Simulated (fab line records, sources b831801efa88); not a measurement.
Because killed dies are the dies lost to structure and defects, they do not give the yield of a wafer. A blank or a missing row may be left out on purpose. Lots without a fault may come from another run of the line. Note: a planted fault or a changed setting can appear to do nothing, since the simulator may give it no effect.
Which tool did it? -- flow gf180mcu -- 33 wafers from 11 lots sampled at 5 of the route's 602 steps

## WHAT EACH GAUGE READ, for each wafer
GF_CONTACT_THK_MEAS_03.
lot,measured,on,CONTACT_CVD_02_THK (nm)
L576,day 15 08:21,filmMetro-01,869 881 855
L578,day 15 22:37,filmMetro-03,845 836 869
L579,day 16 11:06,filmMetro-03,874 845 863
L580,day 16 18:37,filmMetro-03,839 846 845
L581,day 17 05:29,filmMetro-01,869 850 865
L582,day 17 19:41,filmMetro-01,861 862 866
L586,day 19 05:19,filmMetro-01,828 865 860
L588,day 19 17:23,filmMetro-04,845 828 856
L590,day 20 13:17,filmMetro-03,838 847 843
L592,day 21 03:43,filmMetro-04,857 869 868
L596,day 22 22:17,filmMetro-03,853 872 878

GF_M1_RS_MEAS_05: measures by four-point-probe.
lot,measured,on,M1_ALCU_RS (ohm/sq)
L576,day 16 07:35,filmMetro-02,0.0711 0.0693 0.0695
L578,day 16 21:36,filmMetro-01,0.0722 0.0705 0.0724
L579,day 17 11:07,filmMetro-01,0.0673 0.0686 0.0679
L580,day 17 17:52,filmMetro-02,0.0715 0.0708 0.0722
L581,day 18 05:20,filmMetro-03,0.0681 0.0672 0.0676
L582,day 18 21:40,filmMetro-01,0.0721 0.0699 0.0710
L586,day 20 07:20,filmMetro-01,0.0704 0.0685 0.0701
L588,day 20 19:17,filmMetro-03,0.0708 0.0706 0.0706
L590,day 21 14:37,filmMetro-01,0.0693 0.0681 0.0694
L592,day 22 05:34,filmMetro-03,0.0683 0.0688 0.0702
L596,day 23 23:14,filmMetro-02,0.0613 0.0613 0.0715 0.0612 0.0614 0.0716

GF_M1_THK_MEAS_06: measures by xrf.
lot,measured,on,M1_ALCU_THK (nm)
L576,day 16 07:41,filmMetro-02,441 450 450
L578,day 16 21:43,filmMetro-01,435 445 436
L579,day 17 11:14,filmMetro-01,470 460 465
L580,day 17 17:59,filmMetro-02,436 441 434
L581,day 18 05:26,filmMetro-03,457 465 460
L582,day 18 21:46,filmMetro-01,435 450 440
L586,day 20 07:28,filmMetro-01,447 459 447
L588,day 20 19:23,filmMetro-03,441 441 441
L590,day 21 14:44,filmMetro-01,452 459 449
L592,day 22 05:39,filmMetro-03,453 449 443
L596,day 24 01:16,filmMetro-02,510 511 439 511 510 438

## WHICH TOOL RAN EACH LOT (tool, then ch and the chambers of the sampled wafers, then the start)
lot,GF_SALICIDE_SPUTTER_03,GF_M1_SPUTTER_02
L576,"pvdSputter-02, day 15 07:39","pvdSputter-03, day 16 07:28"
L578,"pvdSputter-02, day 15 21:55","pvdSputter-03, day 16 21:31"
L579,"pvdSputter-01, day 16 10:25","pvdSputter-04, day 17 11:01"
L580,"pvdSputter-02, day 16 17:56","pvdSputter-02, day 17 17:46"
L581,"pvdSputter-02, day 17 04:47","pvdSputter-04, day 18 05:13"
L582,"pvdSputter-01, day 17 18:59","pvdSputter-02, day 18 21:31"
L586,"pvdSputter-02, day 19 04:37","pvdSputter-02, day 20 07:15"
L588,"pvdSputter-02, day 19 16:43","pvdSputter-02, day 20 19:10"
L590,"pvdSputter-02, day 20 12:30","pvdSputter-04, day 21 14:31"
L592,"pvdSputter-02, day 21 03:00","pvdSputter-04, day 22 05:25"
L596,"pvdSputter-02, day 22 21:36","pvdSputter-03, day 23 23:07"
- GF_SALICIDE_SPUTTER_03: material TiN, target thk 20 nm, time 17.11 s.
- GF_M1_SPUTTER_02: material AlCu, target thk 450 nm, time 23.9 s.

## AS READ BY THE TOOLS THEMSELVES (means over the sampled wafers that have a number; for cases with no such wafer, the mark the record gives instead)
GF_SALICIDE_SPUTTER_03.
lot,tool,throttleValvePct (%)
L576,pvdSputter-02,30.4
L578,pvdSputter-02,30.4
L579,pvdSputter-01,30.6
L580,pvdSputter-02,30.4
L581,pvdSputter-02,30.4
L582,pvdSputter-01,30.4
L586,pvdSputter-02,30.1
L588,pvdSputter-02,30.7
L590,pvdSputter-02,30.7
L592,pvdSputter-02,30.2
L596,pvdSputter-02,30.8

GF_M1_SPUTTER_02.
lot,tool,throttleValvePct (%)
L576,pvdSputter-03,29.9
L578,pvdSputter-03,28.8
L579,pvdSputter-04,29.8
L580,pvdSputter-02,30.4
L581,pvdSputter-04,29.6
L582,pvdSputter-02,30.4
L586,pvdSputter-02,30.3
L588,pvdSputter-02,30.6
L590,pvdSputter-04,29.5
L592,pvdSputter-04,29.5
L596,pvdSputter-03,29.8

## THE ANSWER, worked out from the rows above alone
Rule: what is usual is taken from the lots themselves. Put in order of their means at a reading, lots are off if they are a third of the lots or fewer, leave a main group of 4 or more, and stand apart from it by a gap of 3 or more times the standard deviation of the main group's means; of several such gaps the widest counts. If all means in a main group match to the digits the tables above print for the reading, that group is not used. A lot without any number at a reading at which 4 lots or more have one is off too. Any other lot the step has rows for is counted as sound. Order of review: gauges by route order, followed by the tools' own readings, for which a lot's mean as printed above is used. At the first step where some lot is off, the reading lying furthest off is the one used; lots without a number count as furthest.
Across all readings shown, no lot is off: no conclusion can be drawn from this.

## WHAT THE SIMULATOR PUT IN
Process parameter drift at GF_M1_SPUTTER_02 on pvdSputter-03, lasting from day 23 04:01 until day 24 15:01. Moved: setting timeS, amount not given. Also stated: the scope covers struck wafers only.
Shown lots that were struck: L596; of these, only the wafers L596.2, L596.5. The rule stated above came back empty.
